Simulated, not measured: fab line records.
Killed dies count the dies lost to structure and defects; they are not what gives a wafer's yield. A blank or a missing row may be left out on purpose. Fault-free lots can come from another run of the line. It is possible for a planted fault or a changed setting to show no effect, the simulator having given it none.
What tool caused it? || flow sky130 || 12 lots with 36 wafers sampled at 5 steps, on a route of 708 steps

== WHAT THE GAUGES SHOWED, per wafer ==
SKY_CAP2M_OVL_MEAS_12.
{"lot": "L973", "measured": "day 41 16:58", "on": "overlay-01", "CAP2M_OVL (nm)": "0.6 0.8 1.4"}
{"lot": "L977", "measured": "day 42 08:46", "on": "overlay-01", "CAP2M_OVL (nm)": "1.1 1.1 0.3"}
{"lot": "L978", "measured": "day 43 06:07", "on": "overlay-01", "CAP2M_OVL (nm)": "0.2 -1.7 0.9"}
{"lot": "L979", "measured": "day 43 09:01", "on": "overlay-01", "CAP2M_OVL (nm)": "1.0 1.7 0.8"}
{"lot": "L981", "measured": "day 43 10:14", "on": "overlay-01", "CAP2M_OVL (nm)": "0.7 0.3 0.2"}
{"lot": "L982", "measured": "day 43 12:52", "on": "overlay-01", "CAP2M_OVL (nm)": "1.2 -0.2 -0.3"}
{"lot": "L984", "measured": "day 44 12:02", "on": "overlay-01", "CAP2M_OVL (nm)": "-1.3 -1.5 -1.7"}
{"lot": "L986", "measured": "day 44 19:13", "on": "overlay-01", "CAP2M_OVL (nm)": "1.0 0.8 -0.3"}
{"lot": "L989", "measured": "day 45 12:44", "on": "overlay-02", "CAP2M_OVL (nm)": "0.7 1.1 0.5"}
{"lot": "L990", "measured": "day 46 08:31", "on": "overlay-02", "CAP2M_OVL (nm)": "0.2 1.4 1.8"}
{"lot": "L991", "measured": "day 46 11:31", "on": "overlay-02", "CAP2M_OVL (nm)": "3.0 3.1 1.7"}
{"lot": "L992", "measured": "day 47 00:37", "on": "overlay-01", "CAP2M_OVL (nm)": "-0.1 -0.5 0.6"}

SKY_METAL4_OVL_MEAS_14.
{"lot": "L973", "measured": "day 42 16:29", "on": "overlay-02", "METAL4_OVL (nm)": "-6 1 -2"}
{"lot": "L977", "measured": "day 43 08:33", "on": "overlay-01", "METAL4_OVL (nm)": "3 -6 -7"}
{"lot": "L978", "measured": "day 44 05:29", "on": "overlay-01", "METAL4_OVL (nm)": "-4 -6 -10"}
{"lot": "L979", "measured": "day 44 08:21", "on": "overlay-02", "METAL4_OVL (nm)": "5 -6 0"}
{"lot": "L981", "measured": "day 44 09:17", "on": "overlay-02", "METAL4_OVL (nm)": "-2 3 3"}
{"lot": "L982", "measured": "day 44 11:50", "on": "overlay-01", "METAL4_OVL (nm)": "3 1 6"}
{"lot": "L984", "measured": "day 45 10:11", "on": "overlay-02", "METAL4_OVL (nm)": "-6 -12 -14"}
{"lot": "L986", "measured": "day 45 16:53", "on": "overlay-01", "METAL4_OVL (nm)": "0 -2 1"}
{"lot": "L989", "measured": "day 46 11:05", "on": "overlay-02", "METAL4_OVL (nm)": "-1 -2 6"}
{"lot": "L990", "measured": "day 47 05:47", "on": "overlay-02", "METAL4_OVL (nm)": "-1 9 10"}
{"lot": "L991", "measured": "day 47 08:44", "on": "overlay-01", "METAL4_OVL (nm)": "-5 1 9"}
{"lot": "L992", "measured": "day 47 21:11", "on": "overlay-01", "METAL4_OVL (nm)": "-2 -1 -10"}

SKY_METAL5_RS_MEAS_05: measurement is done with a four-point probe.
{"lot": "L973", "measured": "day 43 17:37", "on": "film_metro-01", "METAL5_ALCU_RS (ohm/sq)": "0.02706 0.02728 0.02736"}
{"lot": "L977", "measured": "day 44 10:25", "on": "film_metro-01", "METAL5_ALCU_RS (ohm/sq)": "0.02704 0.02688 0.02678"}
{"lot": "L978", "measured": "day 45 05:22", "on": "film_metro-03", "METAL5_ALCU_RS (ohm/sq)": "0.02701 0.02676 0.02669"}
{"lot": "L979", "measured": "day 45 09:35", "on": "film_metro-04", "METAL5_ALCU_RS (ohm/sq)": "0.02723 0.02721 0.0272"}
{"lot": "L981", "measured": "day 45 10:13", "on": "film_metro-01", "METAL5_ALCU_RS (ohm/sq)": "0.02723 0.02722 0.02726"}
{"lot": "L982", "measured": "day 45 12:52", "on": "film_metro-01", "METAL5_ALCU_RS (ohm/sq)": "0.0272 0.02684 0.02719"}
{"lot": "L984", "measured": "day 46 10:46", "on": "film_metro-01", "METAL5_ALCU_RS (ohm/sq)": "0.02736 0.02737 0.02718"}
{"lot": "L986", "measured": "day 46 16:08", "on": "film_metro-04", "METAL5_ALCU_RS (ohm/sq)": "0.02749 0.02753 0.02748"}
{"lot": "L989", "measured": "day 47 10:19", "on": "film_metro-04", "METAL5_ALCU_RS (ohm/sq)": "0.02677 0.02643 0.02654"}
{"lot": "L990", "measured": "day 48 04:40", "on": "film_metro-04", "METAL5_ALCU_RS (ohm/sq)": "0.02678 0.02694 0.02675"}
{"lot": "L991", "measured": "day 48 07:25", "on": "film_metro-04", "METAL5_ALCU_RS (ohm/sq)": "0.02803 0.02685 0.02673"}
{"lot": "L992", "measured": "day 48 18:49", "on": "film_metro-04", "METAL5_ALCU_RS (ohm/sq)": "0.02696 0.02806 0.02784"}

== WHICH TOOL RAN EACH LOT (tool, then ch and the chambers of the sampled wafers, then the start) ==
{"lot": "L973", "SKY_CAP2M_CVD_00": "pecvd-03 ch 0,1, day 40 20:07", "SKY_METAL5_SPUTTER_02": "pvd_sputter-03, day 43 17:30"}
{"lot": "L977", "SKY_CAP2M_CVD_00": "pecvd-01 ch 0,1,2, day 41 08:53", "SKY_METAL5_SPUTTER_02": "pvd_sputter-03, day 44 10:15"}
{"lot": "L978", "SKY_CAP2M_CVD_00": "pecvd-01 ch 1,2, day 42 07:38", "SKY_METAL5_SPUTTER_02": "pvd_sputter-04, day 45 05:15"}
{"lot": "L979", "SKY_CAP2M_CVD_00": "pecvd-02 ch 0,1, day 42 09:47", "SKY_METAL5_SPUTTER_02": "pvd_sputter-02, day 45 09:27"}
{"lot": "L981", "SKY_CAP2M_CVD_00": "pecvd-03 ch 0,1, day 42 10:47", "SKY_METAL5_SPUTTER_02": "pvd_sputter-02, day 45 10:03"}
{"lot": "L982", "SKY_CAP2M_CVD_00": "pecvd-02 ch 0,1,2, day 42 13:35", "SKY_METAL5_SPUTTER_02": "pvd_sputter-02, day 45 12:46"}
{"lot": "L984", "SKY_CAP2M_CVD_00": "pecvd-02 ch 0,2, day 43 13:43", "SKY_METAL5_SPUTTER_02": "pvd_sputter-03, day 46 10:37"}
{"lot": "L986", "SKY_CAP2M_CVD_00": "pecvd-03 ch 0,2, day 43 22:35", "SKY_METAL5_SPUTTER_02": "pvd_sputter-02, day 46 16:00"}
{"lot": "L989", "SKY_CAP2M_CVD_00": "pecvd-03 ch 0,1,2, day 44 15:11", "SKY_METAL5_SPUTTER_02": "pvd_sputter-04, day 47 10:09"}
{"lot": "L990", "SKY_CAP2M_CVD_00": "pecvd-01 ch 0,1,2, day 45 11:22", "SKY_METAL5_SPUTTER_02": "pvd_sputter-03, day 48 04:33"}
{"lot": "L991", "SKY_CAP2M_CVD_00": "pecvd-03 ch 0,1,2, day 45 14:29", "SKY_METAL5_SPUTTER_02": "pvd_sputter-02, day 48 07:18"}
{"lot": "L992", "SKY_CAP2M_CVD_00": "pecvd-03 ch 1,2, day 46 03:38", "SKY_METAL5_SPUTTER_02": "pvd_sputter-02, day 48 18:42"}
- SKY_CAP2M_CVD_00: deposits SiO2, target thk 15.5 nm.
- SKY_METAL5_SPUTTER_02: material AlCu, target thk 1150 nm, time 61.2 s.

== WHAT THE TOOLS THEMSELVES READ (means of the sampled wafers that have a number; where no wafer has one, the mark that the record gives instead) ==
SKY_CAP2M_CVD_00.
{"lot": "L973", "tool": "pecvd-03", "heater_power_w (W)": 648}
{"lot": "L977", "tool": "pecvd-01", "heater_power_w (W)": 572}
{"lot": "L978", "tool": "pecvd-01", "heater_power_w (W)": 607}
{"lot": "L979", "tool": "pecvd-02", "heater_power_w (W)": 757}
{"lot": "L981", "tool": "pecvd-03", "heater_power_w (W)": 616}
{"lot": "L982", "tool": "pecvd-02", "heater_power_w (W)": 735}
{"lot": "L984", "tool": "pecvd-02", "heater_power_w (W)": 732}
{"lot": "L986", "tool": "pecvd-03", "heater_power_w (W)": 681}
{"lot": "L989", "tool": "pecvd-03", "heater_power_w (W)": 632}
{"lot": "L990", "tool": "pecvd-01", "heater_power_w (W)": 653}
{"lot": "L991", "tool": "pecvd-03", "heater_power_w (W)": 678}
{"lot": "L992", "tool": "pecvd-03", "heater_power_w (W)": 619}

SKY_METAL5_SPUTTER_02.
{"lot": "L973", "tool": "pvd_sputter-03", "chamber_pressure_pa (Pa)": 0.3996, "throttle_valve_pct (%)": 29.8}
{"lot": "L977", "tool": "pvd_sputter-03", "chamber_pressure_pa (Pa)": 0.3998, "throttle_valve_pct (%)": 29.5}
{"lot": "L978", "tool": "pvd_sputter-04", "chamber_pressure_pa (Pa)": 0.4004, "throttle_valve_pct (%)": 30.5}
{"lot": "L979", "tool": "pvd_sputter-02", "chamber_pressure_pa (Pa)": 0.3997, "throttle_valve_pct (%)": 30.3}
{"lot": "L981", "tool": "pvd_sputter-02", "chamber_pressure_pa (Pa)": 0.4009, "throttle_valve_pct (%)": 31.0}
{"lot": "L982", "tool": "pvd_sputter-02", "chamber_pressure_pa (Pa)": 0.3998, "throttle_valve_pct (%)": 30.3}
{"lot": "L984", "tool": "pvd_sputter-03", "chamber_pressure_pa (Pa)": 0.3995, "throttle_valve_pct (%)": 30.3}
{"lot": "L986", "tool": "pvd_sputter-02", "chamber_pressure_pa (Pa)": 0.3998, "throttle_valve_pct (%)": 30.1}
{"lot": "L989", "tool": "pvd_sputter-04", "chamber_pressure_pa (Pa)": 0.4003, "throttle_valve_pct (%)": 30.2}
{"lot": "L990", "tool": "pvd_sputter-03", "chamber_pressure_pa (Pa)": 0.4005, "throttle_valve_pct (%)": 29.6}
{"lot": "L991", "tool": "pvd_sputter-02", "chamber_pressure_pa (Pa)": 0.4186, "throttle_valve_pct (%)": 29.1}
{"lot": "L992", "tool": "pvd_sputter-02", "chamber_pressure_pa (Pa)": 0.4367, "throttle_valve_pct (%)": 29.6}

== THE ANSWER, worked out from the rows above alone ==
Rule: what is usual is taken from the lots themselves. Put in order of their means at a reading, lots are off if they are a third of the lots or fewer, leave a main group of 4 or more, and stand apart from it by a gap of 3 or more times the standard deviation of the main group's means; of several such gaps the widest counts. A main group whose means are all the same, to the digits that the tables above print for the reading, isn't used. A lot without any number at a reading at which 4 lots or more have one is off too. All remaining lots with rows at the step are treated as sound. First the gauges in route order, then the tools' own readings, where a lot's mean is used as printed above. The first step at which some lot is off is used, and at that step the reading that is off furthest; a lot without a number counts as furthest.
Off: L991, L992, at SKY_METAL5_SPUTTER_02 (chamber_pressure_pa). The main group: mean 0.4000 Pa, standard deviation 0.00044.
If a tool, at that step or one of the process steps before it, ran each lot that is off and ran no sound lot following the first of them, it fits. 2 tools fit, pecvd-03 at SKY_CAP2M_CVD_00 and pvd_sputter-02 at SKY_METAL5_SPUTTER_02, so this cannot tell which one it is.

== WHAT THE SIMULATOR HAD PUT IN ==
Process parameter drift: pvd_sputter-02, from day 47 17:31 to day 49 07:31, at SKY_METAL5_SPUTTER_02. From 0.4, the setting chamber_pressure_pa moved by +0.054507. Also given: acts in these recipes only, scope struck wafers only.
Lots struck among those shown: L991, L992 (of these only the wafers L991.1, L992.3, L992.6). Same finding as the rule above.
